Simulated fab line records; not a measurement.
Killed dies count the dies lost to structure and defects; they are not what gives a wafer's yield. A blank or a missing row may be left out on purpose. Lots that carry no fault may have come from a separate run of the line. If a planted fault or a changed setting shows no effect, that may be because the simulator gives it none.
A struck lot beside a sound one || flow sky130 || 19 steps out of a route of 708
Sound: these wafers, L884.1, L884.4, L884.5. Struck: wafers L895.1, L895.2, L895.4. The cause comes at the end.
At each step with rows: each side's tool, then ch and its chambers, then its first start. Under that, the readings that differ: sound wafers || struck wafers || difference of the means || sigmas: that difference in standard deviations of wafers without a fault.
alike: same words and numbers on both sides, and readings whose means sit less than 2 such deviations apart. not compared: any withheld reading, any reading some wafer has no value for, any bound like >300 that may hide the same value, and any number with overlapping values for which the record gives no deviation.
Wherever a step has rows on one side only, a row that says differs or no value, or a row with sigmas, the two part there. When numbers do not overlap yet have no deviation, they are printed without sigmas and do not part them. A reading that every wafer of one side lacks parts them only if that side has two wafers or more.

SKY_LDD_HVP_OVL_MEAS_07:
  struck on overlay-01, day 26 13:12; sound on overlay-02, day 21 11:22
  alike: LDD_HVP_OVL
following that, these wafers have no rows for 1 step: SKY_LDD_HVP_IMPLANT_08.
SKY_LDD_HVP_STRIP_09: strips in O2/N2.
  sound on plasma-asher-02 ch 0,1, day 21 11:33; struck on plasma-asher-04 ch 0,1, day 26 13:23
  alike: drypump-motor-current-A, oes-product-au, strip-time-to-endpoint-s
  not compared: rf-hours-counter-h
SKY_LDD_HVP_TW_MEAS_10:
  struck on film-metro-03, day 26 13:29; sound on film-metro-04, day 21 11:39
  alike: LDD_HVP_TW
then, 7 steps without rows for these wafers: SKY_LDD_LDN_DEHYDRATE_00 (time 60 s); SKY_LDD_LDN_HMDS_01 (prime time 60 s); SKY_LDD_LDN_COAT_02 (resist thk 1140 nm); SKY_LDD_LDN_SOFTBAKE_03 (time 60 s); SKY_LDD_LDN_EXPOSE_04 (exposes mask LDNTM, target cd 700 nm); SKY_LDD_LDN_PEB_05; SKY_LDD_LDN_DEVELOP_06 (develop time 60 s).
SKY_LDD_LDN_OVL_MEAS_07:
  struck on overlay-01, day 27 18:31; sound on overlay-02, day 22 18:08
  alike: LDD_LDN_OVL
SKY_LDD_LDN_IMPLANT_08:
  struck on implanter-04, day 27 18:33; sound on implanter-03 ch 0, day 22 19:57
  no value came back on the struck wafers for beam-energy-keV, beam-on-s (s), faraday-current-uA; on the sound wafers beam-energy-keV reads 15.002 14.998 14.997
then, 3 steps without rows for these wafers: SKY_LDD_LDN_IMPLANT_09; SKY_LDD_LDN_IMPLANT_10; SKY_LDD_LDN_IMPLANT_11.
SKY_LDD_LDN_STRIP_12: strips in O2/N2.
  sound on plasma-asher-02 ch 1, day 22 20:33; struck on plasma-asher-02 ch 0,1, day 27 19:09
  alike: drypump-motor-current-A, oes-product-au, strip-time-to-endpoint-s
  not compared: rf-hours-counter-h
SKY_LDD_LDN_TW_MEAS_13:
  struck on film-metro-02, day 27 19:15; sound on film-metro-02, day 22 20:39
{"reading": "LDD_LDN_TW", "sound": "1486 1480 1490", "struck": "1360 1371 1357", "difference": -123, "sigmas": -13}
then, 1 step without rows for these wafers: SKY_LDD_LDN_CLEAN_14 (cleans in SC1/SC2, time 150 s).

## WHERE THEY PART
First at SKY_LDD_LDN_IMPLANT_08; last, within this record, at SKY_LDD_LDN_TW_MEAS_13.

WHY: whatever the simulator had introduced
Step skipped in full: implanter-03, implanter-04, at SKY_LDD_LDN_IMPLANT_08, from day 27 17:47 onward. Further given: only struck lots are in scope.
